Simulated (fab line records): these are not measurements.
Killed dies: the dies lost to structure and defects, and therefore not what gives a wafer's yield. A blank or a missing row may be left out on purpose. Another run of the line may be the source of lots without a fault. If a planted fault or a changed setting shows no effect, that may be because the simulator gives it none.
What tool caused it? + flow gf180mcu + 13 lots with 39 wafers sampled at 5 steps, on a route of 602 steps

WHAT EACH GAUGE READ, for each wafer
GF_NSD_TW_MEAS_12. Usual: NSD_TW 4220, standard deviation 38.
| lot  | measured     | on            | NSD_TW         | flag |
|------|--------------|---------------|----------------|------|
| L771 | day 13 14:57 | film_metro-01 | 4210 4207 4184 |      |
| L772 | day 13 22:18 | film_metro-02 | 4237 4232 4240 |      |
| L774 | day 14 17:57 | film_metro-03 | 4186 4190 4188 |      |
| L775 | day 14 23:11 | film_metro-02 | 4294 4286 4290 |      |
| L776 | day 15 09:38 | film_metro-01 | 4169 4178 4186 |      |
| L777 | day 16 03:00 | film_metro-03 | 4219 4214 4224 |      |
| L779 | day 16 14:49 | film_metro-03 | 4210 4222 4194 |      |
| L780 | day 16 23:59 | film_metro-03 | 4230 4218 4204 |      |
| L781 | day 17 06:49 | film_metro-03 | 4231 4219 4233 |      |
| L782 | day 17 14:32 | film_metro-02 | 4307 4298 4276 |      |
| L785 | day 18 11:42 | film_metro-02 | 4260 4270 4256 |      |
| L789 | day 19 23:32 | film_metro-02 | 4218 4241 4237 |      |
| L790 | day 20 08:32 | film_metro-03 | 4178 4157 4163 |      |

GF_PSD_CD_MEAS_07: the cd target is 400 nm. Usual: cd_nm at 399.8 nm, with a standard deviation of 2.4.
| lot  | measured     | on        | cd_nm (nm)        | flag |
|------|--------------|-----------|-------------------|------|
| L771 | day 14 11:26 | cd_sem-02 | 402.3 399.8 398.8 |      |
| L772 | day 14 19:12 | cd_sem-01 | 399.7 400.9 399.6 |      |
| L774 | day 15 14:59 | cd_sem-01 | 397.9 398.4 399.3 |      |
| L775 | day 15 20:35 | cd_sem-01 | 397.6 395.6 395.2 |      |
| L776 | day 16 07:46 | cd_sem-02 | 401.0 399.6 400.3 |      |
| L777 | day 17 01:00 | cd_sem-01 | 397.6 399.9 400.0 |      |
| L779 | day 17 12:48 | cd_sem-02 | 402.0 400.4 398.6 |      |
| L780 | day 17 23:06 | cd_sem-01 | 398.8 399.9 400.8 |      |
| L781 | day 18 05:55 | cd_sem-02 | 404.5 403.7 402.4 |      |
| L782 | day 18 13:29 | cd_sem-02 | 401.0 398.7 398.8 |      |
| L785 | day 19 11:16 | cd_sem-01 | 400.6 401.1 400.5 |      |
| L789 | day 20 23:20 | cd_sem-02 | 402.1 401.1 401.0 |      |
| L790 | day 21 08:13 | cd_sem-01 | 316.7 315.0 315.7 | OFF  |

GF_SAB_OVL_MEAS_10. Usual: SAB_OVL 0.2 nm, standard deviation 1.4.
| lot  | measured     | on         | SAB_OVL (nm)   | flag |
|------|--------------|------------|----------------|------|
| L771 | day 15 09:30 | overlay-01 | -1.6 0.9 0.2   |      |
| L772 | day 15 17:28 | overlay-01 | 1.3 2.8 2.4    |      |
| L774 | day 16 14:17 | overlay-02 | -2.1 0.4 -0.4  |      |
| L775 | day 16 19:59 | overlay-02 | 1.0 0.0 0.9    |      |
| L776 | day 17 06:55 | overlay-01 | -0.8 -0.5 0.3  |      |
| L777 | day 18 01:00 | overlay-01 | 3.1 2.6 0.3    |      |
| L779 | day 18 13:03 | overlay-02 | 1.4 0.0 1.2    |      |
| L780 | day 18 23:27 | overlay-01 | 3.8 2.3 3.0    |      |
| L781 | day 19 06:55 | overlay-02 | -2.4 -0.4 -1.5 |      |
| L782 | day 19 13:57 | overlay-01 | 0.4 1.4 0.8    |      |
| L785 | day 20 12:25 | overlay-02 | 1.8 -1.2 1.9   |      |
| L789 | day 21 23:50 | overlay-02 | -1.0 1.5 1.2   |      |
| L790 | day 22 08:39 | overlay-01 | -0.6 1.7 1.7   |      |

GF_SALICIDE_THK_MEAS_05: measures by xrf. Usual: SALICIDE_TIN_THK 20.2 nm, standard deviation 0.3.
| lot  | measured     | on            | SALICIDE_TIN_THK (nm) | flag |
|------|--------------|---------------|-----------------------|------|
| L771 | day 15 10:03 | film_metro-03 | 20.0 20.0 20.0        |      |
| L772 | day 15 18:04 | film_metro-02 | 20.4 20.3 20.0        |      |
| L774 | day 16 14:50 | film_metro-02 | 20.0 20.3 20.1        |      |
| L775 | day 16 20:34 | film_metro-03 | 20.9 20.6 20.3        |      |
| L776 | day 17 07:31 | film_metro-03 | 19.9 20.0 19.8        |      |
| L777 | day 18 01:33 | film_metro-02 | 20.3 20.5 20.4        |      |
| L779 | day 18 13:37 | film_metro-03 | 19.9 20.2 20.1        |      |
| L780 | day 19 00:01 | film_metro-04 | 19.7 20.0 19.7        |      |
| L781 | day 19 07:28 | film_metro-04 | 20.2 20.1 19.5        |      |
| L782 | day 19 14:30 | film_metro-03 | 20.4 20.3 20.0        |      |
| L785 | day 20 12:58 | film_metro-03 | 19.6 20.2 20.2        |      |
| L789 | day 22 00:23 | film_metro-03 | 20.8 20.3 20.7        |      |
| L790 | day 22 09:12 | film_metro-03 | 20.3 20.3 20.2        |      |

TOOL THAT RAN EACH LOT (tool first, then ch and the chambers of the sampled wafers, then the start)
| lot  | GF_PSD_EXPOSE_04                    |
|------|-------------------------------------|
| L771 | iline_stepper-01 ch 0, day 14 01:31 |
| L772 | iline_stepper-02 ch 0, day 14 08:55 |
| L774 | iline_stepper-01 ch 0, day 15 04:39 |
| L775 | iline_stepper-01 ch 0, day 15 09:59 |
| L776 | iline_stepper-01 ch 0, day 15 20:43 |
| L777 | iline_stepper-01 ch 0, day 16 14:28 |
| L779 | iline_stepper-02 ch 0, day 17 01:36 |
| L780 | iline_stepper-02 ch 0, day 17 11:33 |
| L781 | iline_stepper-01 ch 0, day 17 18:38 |
| L782 | iline_stepper-01 ch 0, day 18 01:59 |
| L785 | iline_stepper-01 ch 0, day 18 23:44 |
| L789 | iline_stepper-01 ch 0, day 20 11:41 |
| L790 | iline_stepper-02 ch 0, day 20 20:51 |
- GF_PSD_EXPOSE_04: exposes mask Pplus, target cd 400 nm.

WHAT THE TOOLS THEMSELVES READ (means of the sampled wafers that have a number; where no wafer has one, the mark that the record gives instead)
The record holds no such reading with a usual standard deviation.

THE ANSWER, worked out from the rows above alone
Rule: a lot counts as off when the mean over its wafers that have a number is more than 3 standard deviations away from the usual mean. Also off: a lot with no number at a reading for which 4 or more lots have one. The other lots that the step has rows for count as sound. Order of review: gauges by route order, followed by the tools' own readings, for which a lot's mean as printed above is used. At the first step where some lot is off, the reading lying furthest off is the one used; lots without a number count as furthest.
Off at GF_PSD_CD_MEAS_07 (cd_nm): L790.
If a tool, at a process step before that reading, ran all the lots that are off and no sound lot after the first of them, it fits. The gauges at GF_PSD_CD_MEAS_07 are tried like those tools. Can't be told from this: 2 tools fit, iline_stepper-02 at GF_PSD_EXPOSE_04, cd_sem-01 at GF_PSD_CD_MEAS_07.

WHAT THE SIMULATOR PUT IN
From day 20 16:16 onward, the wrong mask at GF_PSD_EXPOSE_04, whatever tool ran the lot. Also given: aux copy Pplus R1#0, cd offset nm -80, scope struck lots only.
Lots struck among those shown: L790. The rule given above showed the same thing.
